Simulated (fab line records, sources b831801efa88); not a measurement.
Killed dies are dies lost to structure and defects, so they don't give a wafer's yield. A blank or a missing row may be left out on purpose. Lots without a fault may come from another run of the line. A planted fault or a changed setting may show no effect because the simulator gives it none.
One fault seen from 2 desks | flow sky130 | each desk has only its own numbers; what lay behind them comes last

THE METROLOGY DESK
What the gauges read, lot by lot, whatever tool the lot ran on: means of the sampled wafers that have a number. A lot is out of limits, marked OUT, if its mean lies more than 4 standard deviations from the usual mean; the brackets give that distance.
Columns: A = FIELD_ISO_OXIDATION_01_THK at SKY_FIELD_ISO_THK_MEAS_23, usual 9.91 nm; B = cd_nm at SKY_VT_ADJUST_HVTR_CD_MEAS_07, usual 380.4 nm; C = VT_ADJUST_PCH_TW at SKY_VT_ADJUST_PCH_TW_MEAS_10, usual 142.3
lot  | first seen here | A               | B     | C
L338 | day 2 14:17     | 10.18           | 380.5 | 142.1
L339 | day 2 17:35     | 9.98            | 379.7 | 145.0
L341 | day 3 06:39     | 9.81            | 380.4 | 141.0
L344 | day 3 22:06     | 10.06           | 377.8 | 141.7
L345 | day 4 00:40     | 10.21           | 376.5 | 141.4
L347 | day 4 10:38     | 9.74            | 380.9 | 142.0
L348 | day 4 18:50     | 9.86            | 380.5 | 142.2
L349 | day 4 23:50     | 9.66            | 382.1 | 144.3
L351 | day 5 08:51     | 9.64            | 380.9 | 142.2
L357 | day 6 15:45     | 16.53 (+35) OUT | 383.8 | 143.3
L358 | day 6 21:52     | 16.64 (+35) OUT | 387.0 | 141.6
This desk's finding: out of limits on L357, L358; first on L357, day 6 15:45 (FIELD_ISO_OXIDATION_01_THK at SKY_FIELD_ISO_THK_MEAS_23). In limits: L338, L339, L341, L344, L345, L347, L348, L349, L351.

THE TOOL OWNER'S DESK: furnace-02
The tool's own readings at SKY_FIELD_ISO_OXIDATION_22 (stabilise 600 s, purge 300 s, target thk 10 nm): means of the sampled wafers that have a number, for each lot that ran on this tool. A lot is out of limits, marked OUT, if its mean lies more than 4 standard deviations from the usual mean; the brackets give that distance. Of its 9 readings 7 are shown: the one that was out of limits first, and those that lie furthest out on some lot.
Columns: A = spike_tc_bottom_C at SKY_FIELD_ISO_OXIDATION_22, usual 965.9 C; B = spike_tc_centre_C at SKY_FIELD_ISO_OXIDATION_22, usual 950.8 C; C = spike_tc_lower_C at SKY_FIELD_ISO_OXIDATION_22, usual 950.6 C; D = spike_tc_top_C at SKY_FIELD_ISO_OXIDATION_22, usual 962.7 C; E = spike_tc_upper_C at SKY_FIELD_ISO_OXIDATION_22, usual 949.0 C; F = tube_center_temp_C at SKY_FIELD_ISO_OXIDATION_22, usual 949.99 C; G = tube_center_temp_C_max at SKY_FIELD_ISO_OXIDATION_22, usual 952.5
lot  | first seen here | A                | B               | C               | D                | E               | F                        | G
L339 | day 2 16:25     | 965.0            | 950.3           | 950.6           | 961.5            | 948.7           | 950.10                   | 952.5
L344 | day 3 20:55     | 965.7            | 951.4           | 950.9           | 962.3            | 949.3           | 949.98                   | 953.1
L345 | day 3 23:29     | 966.4            | 949.5           | 950.9           | 961.8            | 949.8           | 950.07                   | 952.6
L349 | day 4 22:40     | 964.9            | 950.7           | 951.1           | 962.1            | 949.5           | 950.03                   | 952.3
L351 | day 5 07:39     | 965.5            | 951.1           | 950.3           | 961.1            | 949.0           | 949.98                   | 952.3
L357 | day 6 14:34     | 1009.0 (+43) OUT | 993.0 (+38) OUT | 992.6 (+38) OUT | 1004.9 (+30) OUT | 990.6 (+43) OUT | 992.99 (+99 or more) OUT | 995.2 (+99 or more) OUT
L358 | day 6 20:41     | 1007.1 (+41) OUT | 993.9 (+39) OUT | 994.0 (+39) OUT | 1004.3 (+30) OUT | 992.4 (+45) OUT | 992.99 (+99 or more) OUT | 995.4 (+99 or more) OUT
This desk's finding: out of limits on L357, L358; first on L357, day 6 14:34 (spike_tc_bottom_C at SKY_FIELD_ISO_OXIDATION_22). In limits: L339, L344, L345, L349, L351.

PUT TOGETHER
The tool owner's desk could have raised an alarm at day 6 14:34, on L357, L358.
The metrology desk could have raised an alarm at day 6 15:45, on L357, L358.
Of the lots named, all ran SKY_FIELD_ISO_OXIDATION_22 on furnace-02.

WHAT THE SIMULATOR HAD PUT IN
Process parameter drift: furnace-02, from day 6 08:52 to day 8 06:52, at SKY_FIELD_ISO_OXIDATION_22. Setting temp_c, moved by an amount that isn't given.
Lots struck among those shown: L357, L358.
Hours from the fault's start to each desk's first reading out of limits: the tool owner's desk, 6; the metrology desk, 7.
